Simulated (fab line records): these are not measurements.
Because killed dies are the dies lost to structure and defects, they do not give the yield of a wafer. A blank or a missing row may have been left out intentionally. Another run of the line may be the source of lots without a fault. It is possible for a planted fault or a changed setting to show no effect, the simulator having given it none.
Problem report in the 8D (eight disciplines) form, filled by code / flow sfq_line / the parts of the form that need people (team, actions taken, sign-off) are left out

1. WHAT WENT WRONG
Wafers without a fault read 0.841 a.u., standard deviation 0.0072; oes_product_au at SFQ_TRILAYER_L0_VIA_ETCH_VIA_ETCH_016 reads a mean of 0.722 a.u. on 2 wafers belonging to 2 lots. Measured from the usual mean, that is -17 standard deviations.
The step: etches SiO2 in CHF3, stops on MoNx KI, target depth 80 nm.
The first sign was on wafer L405.4 at day 10 04:00, on rie_diel-04. At this step, 42 wafers from 14 lots have a number in the record. Rule for "out" (also "out of limits"): further than 4 standard deviations from the usual mean. Any other wafer with a number is counted as sound.

2. WHAT IT IS AND WHAT IT IS NOT
question=which readings at this step | is=oes_product_au | is not=drypump_motor_current_A
question=which lots | is=L405, L406 | is not=L395, L396, L397, L398, L399, L400, L401, L402, L409, L414, L416, L417
question=which wafers of those lots | is=L405.4, L406.1 | is not=L405.2, L405.6, L406.3, L406.6
question=read on which tools | is=rie_diel-04 | is not=rie_diel-02, rie_diel-03
question=when | is=from day 10 04:00 | is not=up to then (26 sound wafers); but 14 sound wafers of L406, L409, L414, L416, L417 came after

3. THE SUSPECTS, EACH WITH WHAT RULES IT OUT
Counting: if a tool at a process step up to the reading ran every lot that is out, it stays a suspect. Sound lots after the first of them don't rule it out here, since some wafers of a struck lot are sound.
- pecvd-02 at SFQ_TRILAYER_L0_CAP_PECVD_011 (deposits SiO2 from SiH4/N2O, time 13.333 s, target thk 60 nm): kept. It ran every lot that is out, first L405 (day 6 18:05); its last sound lot up to then is L401 (day 6 00:04).
- rie_diel-04 at SFQ_TRILAYER_L0_VIA_ETCH_VIA_ETCH_016 (etches SiO2 in CHF3, stops on MoNx KI, target depth 80 nm): kept. It ran every lot that is out, first L405 (day 10 04:00); its last sound lot up to then is L401 (day 9 11:12). Its own oes_product_au readings are out on those wafers.
- pecvd-02, SFQ_TRILAYER_L0_CAP_PECVD_011: wafers that are out in chamber 1, sound lot-mates in chambers 0, 2.
- Within rie_diel-04 at SFQ_TRILAYER_L0_VIA_ETCH_VIA_ETCH_016: the wafers that are out ran in chambers 0, 1; their sound lot-mates ran in chambers 2, 3.
What counting leaves: pecvd-02 at SFQ_TRILAYER_L0_CAP_PECVD_011 and rie_diel-04 at SFQ_TRILAYER_L0_VIA_ETCH_VIA_ETCH_016.

4. THE CAUSE (what the simulator had put in)
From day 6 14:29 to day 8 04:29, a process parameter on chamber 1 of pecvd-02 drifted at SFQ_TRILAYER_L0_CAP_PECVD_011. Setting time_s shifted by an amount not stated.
After counting, 2 suspects remain, this tool included.

5. SEQUENCE OF EFFECTS, ordered by route
Rows list readings where the struck wafers' mean (over those with a number) sits beyond 3 standard deviations from the usual. Only readings for which the record gives a usual standard deviation are gone through. hours: the time from each lot's start at the first step in this table that gives one to its start at this step, as a median over the lots. sigmas: the change in usual standard deviations.
hours=0; step=SFQ_TRILAYER_L0_VIA_ETCH_VIA_ETCH_016; reading=oes_product_au; usual=0.841 a.u.; on struck wafers=0.722; change=-0.119; sigmas=-17
Process steps it contains:
- SFQ_TRILAYER_L0_VIA_ETCH_VIA_ETCH_016: etches SiO2 in CHF3, stops on MoNx KI, target depth 80 nm.

6. WHAT WOULD HAVE CAUGHT IT SOONER
First out-of-limits reading in this record: day 10 04:00, which is 86 hours after fault onset at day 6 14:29.
No tool reading at SFQ_TRILAYER_L0_CAP_PECVD_011 that has a usual standard deviation in the record was out on any struck wafer, so an alarm limit of 4 standard deviations on those readings would not have fired.
All the lots that are out (2) had begun SFQ_TRILAYER_L0_CAP_PECVD_011 on pecvd-02 by day 10 04:00. A hold on the tool at that time would have spared none of them.
